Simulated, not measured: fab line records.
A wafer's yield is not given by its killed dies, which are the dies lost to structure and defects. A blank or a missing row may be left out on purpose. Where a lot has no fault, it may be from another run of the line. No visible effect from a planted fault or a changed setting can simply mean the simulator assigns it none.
fab line records -- flow sky130
record: lots: 7, wafers: 19, lastDay: 49
route steps=708 shown SD_P@323 RES_XHIGH@332 PAD_OPEN@708
lots untouched by any fault: they come from a run of this same line in which no faults occurred
startH: the number of hours between the record's first day and the start of the first shown wafer of the lot -- waitH: time in hours since the lot's previous step -- " identical to the entry in the row above -- L1.1+2: a row that stands for several wafers -- - no value, or no start given -- * or withheld: withheld -- < > ~ a bound
route shown NAME@n: names a module that has steps shown in the file, with the first one's number in the route -- usual: mean and standard deviation over wafers with no fault -- same: alike in all rows -- chamber/n: place in a boat -- sites: readings site by site -- _std_site: standard deviation of those values -- _edge_site: inner sites' mean taken away from outer sites' mean -- radiusMm: how far each site lies from the wafer's centre -- mask NAME#n: copy n -- behind: the last tool/chamber to shape the wafer -- hold: cause of the lot's hold/its duration in hours/its outcome -- device: the n, p or np transistor that did not switch -- end of line: at the end of the route, the tests of the same wafers -- a step without rows: its recipe alone -- killed: dies lost to structure and defects at the first sort, not the wafer's yield -- map: per-die view of a wafer (x killed, . not killed, _ where there is no die)
set.NAME: setting as actually run; set.NAME@STEP: the setting as run at that earlier step -- model.NAME: the simulator's own value behind a step, which no gauge read
lots at selected steps of the route; one table per step, one row per wafer
services: a tool's chamber out of use, with start hour (startH, from the record's first day; less than 0 if before it), hours out, and reason
== steps ==
step: SKY_SD_P_SOFTBAKE_03
recipe: tempC: 90, timeS: 60, resist: NOVOLAK
step: SKY_SD_P_EXPOSE_04
recipe: maskId: PSDM, na: 0.6, sourceShape: conventional, sigmaOuter: 0.6, polarization: unpolarized, targetCdNm: 380, doseMj: 138
step: SKY_SD_P_PEB_05
recipe: tempC: withheld, timeS: *, resist: NOVOLAK
step: SKY_SD_P_DEVELOP_06
recipe: resist: NOVOLAK, developer: TMAH, developTimeS: 60, devTempC: 23
step: SKY_SD_P_CD_MEAS_07
recipe: targetCdNm: 380
usual: cdNm: 380.3/2.5
lot.wafer,tool,chamber,startH,waitH,cdNm
L710.1,cdSem-02,-,653.96,0.1,381.5
L710.3,cdSem-02,-,653.96,0.1,379.3
L710.6,cdSem-02,-,653.96,0.1,381.9
L712.2,cdSem-01,-,660.92,0.1,382.0
L712.3,cdSem-01,-,660.92,0.1,383.0
L712.6,cdSem-01,-,660.92,0.1,378.5
L715.2,cdSem-01,-,683.80,0.1,381.2
L715.3,cdSem-01,-,683.80,0.1,378.5
L715.5,cdSem-01,-,683.80,0.1,380.2
L716.2,cdSem-02,-,692.65,0.1,379.9
L716.3,cdSem-02,-,692.65,0.1,379.1
L716.6,cdSem-02,-,692.65,0.1,381.4
L722.2,cdSem-01,-,737.82,0.1,381.9
L722.4,cdSem-01,-,737.82,0.1,380.1
L723.1,cdSem-01,-,739.88,0.1,378.2
L723.3,cdSem-01,-,739.88,0.1,379.2
L723.4,cdSem-01,-,739.88,0.1,380.7
L724.2,cdSem-02,-,751.52,0.1,377.2
L724.5,cdSem-02,-,751.52,0.1,377.6
step: SKY_SD_P_OVL_MEAS_08
usual: SD_P_OVL: 0.0/1.6
lot.wafer,tool,chamber,startH,waitH,SD_P_OVL[nm]
L710.1,overlay-01,-,654.08,0.1,0.9
L710.3,overlay-01,-,654.08,0.1,0.2
L710.6,overlay-01,-,654.08,0.1,-0.5
L712.2,overlay-02,-,661.02,0.1,1.4
L712.3,overlay-02,-,661.02,0.1,1.4
L712.6,overlay-02,-,661.02,0.1,3.1
L715.2,overlay-02,-,683.91,0.1,1.7
L715.3,overlay-02,-,683.91,0.1,0.9
L715.5,overlay-02,-,683.91,0.1,1.6
L716.2,overlay-02,-,692.76,0.1,-0.3
L716.3,overlay-02,-,692.76,0.1,-0.2
L716.6,overlay-02,-,692.76,0.1,0.2
L722.2,overlay-02,-,737.92,0.1,-0.7
L722.4,overlay-02,-,737.92,0.1,0.7
L723.1,overlay-01,-,740.00,0.1,-0.3
L723.3,overlay-01,-,740.00,0.1,-1.7
L723.4,overlay-01,-,740.00,0.1,-2.6
L724.2,overlay-01,-,751.62,0.1,-1.8
L724.5,overlay-01,-,751.62,0.1,-2.7
step: SKY_SD_P_IMPLANT_09
recipe: species: BF2, energyKev: 20, doseCm2: 3e+15, tiltDeg: 0
step: SKY_SD_P_STRIP_10
recipe: chemistry: O2/N2, powerW: 1400, pressureMtorr: 1500, platenTempC: withheld, o2FlowSccm: 3000, n2FlowSccm: 300, overashFraction: 0.5
usual: drypumpMotorCurrentA: 5.79/0.24, n2FlowSccm: 299.9/0.77, oesProductAu: 0.617/0.0044, stripTimeToEndpointS: 17.52/0.049
lot.wafer,tool,chamber,startH,waitH,drypumpMotorCurrentA,n2FlowSccm,oesProductAu,rfHoursCounterH,stripTimeToEndpointS
L710.1,plasmaAsher-03,1,654.26,0.1,5.34,299.4,0.623,102,17.51
L710.3,plasmaAsher-03,0,654.26,0.1,6.08,299.4,0.617,-,17.56
L710.6,plasmaAsher-03,0,654.26,0.1,6.05,299.1,0.625,-,17.55
L712.2,plasmaAsher-03,1,661.20,0.1,5.33,299.6,0.618,103,17.48
L712.3,plasmaAsher-03,0,661.20,0.1,6.09,301.0,0.618,-,17.51
L712.6,plasmaAsher-03,0,661.20,0.1,6.11,299.5,0.617,-,17.51
L715.2,plasmaAsher-02,0,684.09,0.1,5.83,298.6,0.616,54,17.60
L715.3,plasmaAsher-02,0,684.09,0.1,5.85,299.9,0.618,-,17.58
L715.5,plasmaAsher-02,1,684.09,0.1,5.77,298.5,0.615,-,17.54
L716.2,plasmaAsher-02,1,692.94,0.1,5.76,299.3,0.629,55,17.51
L716.3,plasmaAsher-02,1,692.94,0.1,5.77,299.2,0.618,-,17.54
L716.6,plasmaAsher-02,1,692.94,0.1,5.76,298.8,0.613,-,17.50
L722.2,plasmaAsher-02,1,738.10,0.1,5.73,299.1,0.627,61,17.60
L722.4,plasmaAsher-02,1,738.10,0.1,5.73,300.0,0.613,-,17.56
L723.1,plasmaAsher-02,0,740.19,0.1,5.85,300.3,0.624,61,17.52
L723.3,plasmaAsher-02,1,740.19,0.1,5.72,301.4,0.611,-,17.54
L723.4,plasmaAsher-02,0,740.19,0.1,5.82,299.6,0.612,-,17.57
L724.2,plasmaAsher-04,0,751.80,0.1,5.77,299.9,0.621,93,17.47
L724.5,plasmaAsher-04,0,751.80,0.1,5.76,300.6,0.620,-,17.46
step: SKY_SD_P_TW_MEAS_11
usual: SD_P_TW: 2833/14
lot.wafer,tool,chamber,startH,waitH,SD_P_TW
L710.1,filmMetro-01,-,654.36,0.1,2821
L710.3,filmMetro-01,-,654.36,0.1,2818
L710.6,filmMetro-01,-,654.36,0.1,2816
L712.2,filmMetro-03,-,661.31,0.1,2831
L712.3,filmMetro-03,-,661.31,0.1,2822
L712.6,filmMetro-03,-,661.31,0.1,2818
L715.2,filmMetro-04,-,684.20,0.1,2823
L715.3,filmMetro-04,-,684.20,0.1,2829
L715.5,filmMetro-04,-,684.20,0.1,2834
L716.2,filmMetro-04,-,693.05,0.1,2825
L716.3,filmMetro-04,-,693.05,0.1,2833
L716.6,filmMetro-04,-,693.05,0.1,2813
L722.2,filmMetro-01,-,738.21,0.1,2824
L722.4,filmMetro-01,-,738.21,0.1,2832
L723.1,filmMetro-04,-,740.29,0.1,2836
L723.3,filmMetro-04,-,740.29,0.1,2841
L723.4,filmMetro-04,-,740.29,0.1,2851
L724.2,filmMetro-04,-,751.91,0.1,2810
L724.5,filmMetro-04,-,751.91,0.1,2809
step: SKY_RES_XHIGH_DEHYDRATE_00
recipe: tempC: 200, timeS: 60
step: SKY_RES_XHIGH_HMDS_01
recipe: primeTimeS: 60, primeTempC: 120
step: SKY_RES_XHIGH_COAT_02
recipe: resist: NOVOLAK, spinRpm: 3000, resistThkNm: 1140
step: SKY_RES_XHIGH_SOFTBAKE_03
recipe: tempC: 90, timeS: 60, resist: NOVOLAK
usual: runLengthS: 89.24/0.15
lot.wafer,tool,chamber,startH,waitH,runLengthS
L710.1,lithoTrack-04,0,668.76,0.1,89.32
L710.3,lithoTrack-04,0,668.76,0.1,89.28
L710.6,lithoTrack-04,0,668.76,0.1,89.18
L712.2,lithoTrack-04,0,675.78,0.1,89.15
L712.3,lithoTrack-04,0,675.78,0.1,89.15
L712.6,lithoTrack-04,0,675.78,0.1,89.25
L715.2,lithoTrack-01,0,698.01,0.1,89.66
L715.3,lithoTrack-01,0,698.01,0.1,89.34
L715.5,lithoTrack-01,0,698.01,0.1,89.26
L716.2,lithoTrack-01,0,707.31,0.1,89.28
L716.3,lithoTrack-01,0,707.31,0.1,89.37
L716.6,lithoTrack-01,0,707.31,0.1,89.35
L722.2,lithoTrack-04,0,751.73,0.1,91.52
L722.4,lithoTrack-04,0,751.73,0.1,91.49
L723.1,lithoTrack-04,0,753.86,0.1,89.16
L723.3,lithoTrack-04,0,753.86,0.1,89.26
L723.4,lithoTrack-04,0,753.86,0.1,91.43
L724.2,lithoTrack-04,0,765.98,0.1,91.49
L724.5,lithoTrack-04,0,765.98,0.1,89.25
step: SKY_RES_XHIGH_EXPOSE_04
recipe: maskId: URPM, na: 0.6, sourceShape: conventional, sigmaOuter: 0.6, polarization: unpolarized, targetCdNm: 1270, doseMj: 140
step: SKY_PAD_OPEN_PROBE_99
usual: killed_at_M0_to_M3: 43/7.3, killed_at_M4_up: 3.1/1.7, killedAtContacts: 25/5.3, killedAtFrontEnd: 15/4.3, killedAtOther: 0.2/0.54, killedDies: 87/10, killedOpen: 48/7.6, killedShort: 38/6.1
same: grossDies: 492, killedAtBackSide: 0
lot.wafer,tool,chamber,startH,waitH,killed_at_M0_to_M3,killed_at_M4_up,killedAtContacts,killedAtFrontEnd,killedAtOther,killedDies,killedOpen,killedShort
L710.1,prober-02,-,1122.53,0.1,47,3,26,6,0,82,49,33
L710.3,prober-02,-,1122.63,0.2,47,2,19,22,0,90,47,40
L710.6,prober-02,-,1122.78,0.2,50,2,28,19,0,99,51,48
L712.2,prober-01,-,1127.15,0.1,28,5,17,10,0,60,34,26
L712.3,prober-01,-,1127.20,0.2,40,2,24,11,2,79,39,40
L712.6,prober-01,-,1127.35,0.2,60,3,20,14,1,98,53,45
L715.2,prober-02,-,1143.69,0.1,39,5,22,10,0,76,42,34
L715.3,prober-02,-,1143.74,0.2,45,4,22,10,0,81,37,44
L715.5,prober-02,-,1143.84,0.2,30,2,34,13,0,79,43,36
L716.2,prober-02,-,1150.12,0.1,38,2,22,17,0,79,45,32
L716.3,prober-02,-,1150.17,0.2,48,3,18,16,1,86,52,34
L716.6,prober-02,-,1150.32,0.2,51,2,27,15,0,95,63,32
L722.2,prober-02,-,1177.68,0.1,45,5,28,10,1,89,45,44
L722.4,prober-02,-,1177.78,0.2,41,4,27,14,1,87,47,40
L723.1,prober-01,-,1182.99,0.1,59,2,15,10,0,86,48,38
L723.3,prober-01,-,1183.09,0.2,50,1,20,11,0,82,45,36
L723.4,prober-01,-,1183.14,0.2,38,5,23,14,0,80,47,33
L724.5,prober-02,-,1187.33,0.2,38,6,22,14,0,80,51,29
killed by level:class
L710.1 CONTACT:geometricParticle:open=11 VIA3:geometricParticle:open=11 VIA1:geometricParticle:open=9 VIA2:geometricParticle:open=7 CONTACT:geometricParticle:short=5 METAL1:geometricParticle:short=5 LI_CONTACT:geometricParticle:open=4 LOCAL_INTERCONNECT:geometricParticle:short=4
L710.3 VIA1:geometricParticle:open=10 METAL1:geometricParticle:short=8 CONTACT:geometricParticle:open=7 FIELD_ISO:geometricParticle:short=6 FIELD_ISO:geometricParticle:open=6 VIA2:geometricParticle:open=6 LI_CONTACT:geometricParticle:short=5 VIA3:geometricParticle:open=4
L710.6 VIA1:geometricParticle:open=14 LI_CONTACT:geometricParticle:open=8 CONTACT:geometricParticle:open=8 VIA3:geometricParticle:open=7 VIA1:geometricParticle:short=6 FIELD_ISO:geometricParticle:short=5 METAL1:geometricParticle:short=5 CONTACT:geometricParticle:short=5
L712.2 VIA1:geometricParticle:open=9 CONTACT:geometricParticle:open=7 POLY_GATE:geometricParticle:open=4 METAL2:geometricParticle:short=4 LI_CONTACT:geometricParticle:open=3 LOCAL_INTERCONNECT:geometricParticle:open=3 METAL1:geometricParticle:short=3 VIA3:geometricParticle:open=3
L712.3 VIA1:geometricParticle:open=9 LOCAL_INTERCONNECT:geometricParticle:short=7 LI_CONTACT:geometricParticle:open=5 VIA3:geometricParticle:open=5 VIA3:geometricParticle:short=5 VIA2:geometricParticle:open=5 FIELD_ISO:geometricParticle:open=4 FIELD_ISO:geometricParticle:short=4
L712.6 VIA2:geometricParticle:open=12 METAL2:geometricParticle:short=11 VIA1:geometricParticle:open=10 VIA3:geometricParticle:open=7 CONTACT:geometricParticle:open=7 VIA1:geometricParticle:short=7 LI_CONTACT:geometricParticle:open=6 FIELD_ISO:geometricParticle:short=5
L715.2 CONTACT:geometricParticle:open=9 METAL1:geometricParticle:short=9 VIA1:geometricParticle:open=7 METAL2:geometricParticle:short=5 CONTACT:geometricParticle:short=5 VIA2:geometricParticle:open=5 VIA3:geometricParticle:open=5 LI_CONTACT:geometricParticle:open=4
L715.3 CONTACT:geometricParticle:open=9 METAL1:geometricParticle:short=8 VIA2:geometricParticle:short=7 VIA1:geometricParticle:open=6 VIA2:geometricParticle:open=5 VIA3:geometricParticle:open=5 VIA3:geometricParticle:short=4 LOCAL_INTERCONNECT:geometricParticle:short=4
L715.5 LI_CONTACT:geometricParticle:open=12 CONTACT:geometricParticle:open=10 VIA1:geometricParticle:open=7 FIELD_ISO:geometricParticle:short=5 VIA3:geometricParticle:open=5 CONTACT:geometricParticle:short=5 FIELD_ISO:geometricParticle:open=4 LOCAL_INTERCONNECT:geometricParticle:short=4
L716.2 VIA1:geometricParticle:open=8 POLY_GATE:geometricParticle:short=7 LI_CONTACT:geometricParticle:open=7 VIA3:geometricParticle:open=6 CONTACT:geometricParticle:open=6 CONTACT:geometricParticle:short=6 VIA2:geometricParticle:open=6 METAL2:geometricParticle:short=4
L716.3 VIA1:geometricParticle:open=13 METAL2:geometricParticle:short=8 CONTACT:geometricParticle:open=7 POLY_GATE:geometricParticle:open=6 VIA3:geometricParticle:open=6 FIELD_ISO:geometricParticle:short=5 METAL2:geometricParticle:open=5 LI_CONTACT:geometricParticle:open=4
L716.6 VIA1:geometricParticle:open=15 CONTACT:geometricParticle:open=11 LI_CONTACT:geometricParticle:open=9 VIA3:geometricParticle:open=8 VIA2:geometricParticle:open=6 VIA1:geometricParticle:short=5 POLY_GATE:geometricParticle:short=4 POLY_GATE:geometricParticle:open=4
L722.2 VIA1:geometricParticle:open=10 CONTACT:geometricParticle:open=9 LI_CONTACT:geometricParticle:open=8 VIA1:geometricParticle:short=8 VIA2:geometricParticle:open=6 METAL4:geometricParticle:short=5 METAL2:geometricParticle:short=5 VIA3:geometricParticle:open=5
L722.4 VIA1:geometricParticle:open=11 LI_CONTACT:geometricParticle:open=9 LOCAL_INTERCONNECT:geometricParticle:short=6 CONTACT:geometricParticle:open=6 VIA1:geometricParticle:short=6 VIA3:geometricParticle:open=6 FIELD_ISO:geometricParticle:short=4 POLY_GATE:geometricParticle:open=4
L723.1 VIA1:geometricParticle:open=16 METAL1:geometricParticle:short=8 VIA2:geometricParticle:open=6 CONTACT:geometricParticle:open=5 VIA1:geometricParticle:short=5 METAL2:geometricParticle:open=5 VIA3:geometricParticle:open=5 SPACER:geometricParticle:short=4
L723.3 VIA1:geometricParticle:open=13 METAL2:geometricParticle:short=9 VIA2:geometricParticle:open=7 LI_CONTACT:geometricParticle:open=6 CONTACT:geometricParticle:open=5 METAL1:geometricParticle:short=5 VIA1:geometricParticle:short=4 POLY_GATE:geometricParticle:open=3
L723.4 CONTACT:geometricParticle:open=11 VIA1:geometricParticle:open=9 VIA3:geometricParticle:open=8 LI_CONTACT:geometricParticle:open=6 FIELD_ISO:geometricParticle:open=5 METAL1:geometricParticle:short=5 METAL4:geometricParticle:short=5 VIA2:geometricParticle:open=4
L724.5 CONTACT:geometricParticle:open=10 FIELD_ISO:geometricParticle:open=8 VIA1:geometricParticle:open=8 VIA3:geometricParticle:open=7 LI_CONTACT:geometricParticle:open=6 METAL2:geometricParticle:short=6 METAL1:geometricParticle:short=6 VIA2:geometricParticle:open=5
== services ==
tool,chamber,startH,hours,kind
plasmaAsher-02,-,634.29,2.0,repair
lithoTrack-04,-,684.96,-,consumableReplace:filter
plasmaAsher-03,-,688.68,38.8,repair
plasmaAsher-03,-,721.09,9.0,repair
plasmaAsher-03,-,730.11,2.8,pm
plasmaAsher-03,-,733.75,9.0,pm
plasmaAsher-03,0,733.75,12.5,ventCycle
plasmaAsher-03,1,733.75,12.5,ventCycle
plasmaAsher-03,-,737.85,8.4,repair
plasmaAsher-04,-,739.21,3.4,repair
plasmaAsher-03,0,742.75,-,clean
plasmaAsher-03,1,742.75,-,clean
== key ==
firstSign: step: SKY_RES_XHIGH_SOFTBAKE_03, reading: runLengthS, direction: up, sigmas: 15, usual: *, struck: *
effect none on later readings
metAt SKY_RES_XHIGH_SOFTBAKE_03
struckWafers L722.2,L722.4,L723.4,L724.2
testerLeftOut L722,L723,L724
onsetBetween 675.78 751.73
fault: kind: processParameterDrift, tool: lithoTrack-04, chamber: -, onsetH: 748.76, steps: SKY_RES_XHIGH_SOFTBAKE_03, channel: timeS, offset: *, shape: step, endH: 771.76, scope: struckWafersOnly, actsIn: *, stated: *
testerLeftOut: of these lots the tester's yield and bins aren't shown, on N5 and GAA mostly nor the transistor test; their killed dies are dies lost to structure and defects alone, not to doping, threshold or leakage, so they don't give the yield
